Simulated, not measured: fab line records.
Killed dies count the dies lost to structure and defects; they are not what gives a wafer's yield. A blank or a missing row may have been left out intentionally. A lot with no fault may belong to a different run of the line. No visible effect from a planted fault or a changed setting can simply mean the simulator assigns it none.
Chamber matching | flow sky130 | SKY_FIELD_ISO_ETCH_15 on rieDiel-03: 4 sister chambers
The step etches the open film in CHF3/O2, stops on Si, target depth 180 nm, time 72 s. 18 wafers are shown with their chamber, then 9 later ones without.

WAFERS WITH THEIR CHAMBER
wafer  | chamber | drypumpMotorCurrentA (A) | throttleValvePct (%) | oesProductAu (a.u.)
L075.2 | 2       | 6.10                     | 8.835                | 0.936
L075.3 | 1       | 5.84                     | 8.834                | 0.937
L075.6 | 1       | 5.82                     | 8.846                | 0.929
L076.1 | 0       | 5.86                     | 8.843                | 0.942
L076.2 | 1       | 5.85                     | 8.839                | 0.942
L076.6 | 3       | 5.96                     | 8.855                | 0.947
L077.1 | 2       | 6.09                     | 8.827                | 0.952
L077.2 | 0       | 5.83                     | 8.842                | 0.957
L077.5 | 1       | 5.85                     | 8.842                | 0.941
L086.2 | 2       | 6.08                     | 8.852                | 0.946
L086.4 | 1       | 5.84                     | 8.837                | 0.941
L086.5 | 0       | 5.84                     | 8.825                | 0.944
L087.1 | 1       | 5.82                     | 8.838                | 0.953
L087.3 | 2       | 6.07                     | 8.851                | 0.947
L087.4 | 1       | 5.85                     | 8.843                | 0.942
L088.2 | 0       | 5.87                     | 8.837                | 0.946
L088.3 | 1       | 5.88                     | 8.840                | 0.949
L088.6 | 1       | 5.84                     | 8.828                | 0.952

SIGNATURES (means of the wafers above)
reading              | chamber 0 | chamber 1 | chamber 2 | chamber 3 | scatter within a chamber
drypumpMotorCurrentA | 5.8500    | 5.8433    | 6.0850    | 5.9600    | 0.0171
throttleValvePct     | 8.83675   | 8.83856   | 8.84125   | 8.85500   | 0.00794
oesProductAu         | 0.94725   | 0.94289   | 0.94525   | 0.94700   | 0.00721
Rule: for a wafer and a chamber, the distance is found by dividing, reading by reading, the gap between the wafer's reading and the chamber's mean by the reading's scatter, squaring, summing and taking the root. The wafer belongs to the nearest chamber; if the next one is less than 2 further off, it can't be placed. The scatter: take each reading less its chamber's mean, square it, sum over the shown wafers, divide by the number of wafers less the number of chambers, and take the root.

WAFERS WITHOUT THEIR CHAMBER
wafer  | drypumpMotorCurrentA (A) | throttleValvePct (%) | oesProductAu (a.u.)
L090.2 | 6.05                     | 8.849                | 0.950
L090.3 | 5.85                     | 8.845                | 0.946
L090.4 | 5.86                     | 8.865                | 0.953
L094.1 | 5.97                     | 8.848                | 0.949
L094.3 | 6.10                     | 8.843                | 0.943
L094.4 | 5.98                     | 8.842                | 0.947
L096.3 | 5.96                     | 8.854                | 0.950
L096.4 | 5.87                     | 8.849                | 0.939
L096.5 | 6.07                     | 8.845                | 0.946

WHICH CHAMBER EACH WENT THROUGH
wafer  | from the rows above     | in truth
L090.2 | 2                       | 2
L090.3 | can't be placed: 1 or 0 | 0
L090.4 | can't be placed: 0 or 1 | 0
L094.1 | 3                       | 3
L094.3 | 2                       | 2
L094.4 | 3                       | 3
L096.3 | 3                       | 3
L096.4 | can't be placed: 1 or 0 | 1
L096.5 | 2                       | 2
Placed correctly: 6 of 9. Unplaceable from these rows: 3, with the true chamber sitting among the candidates in 3. 0 placed wrongly.
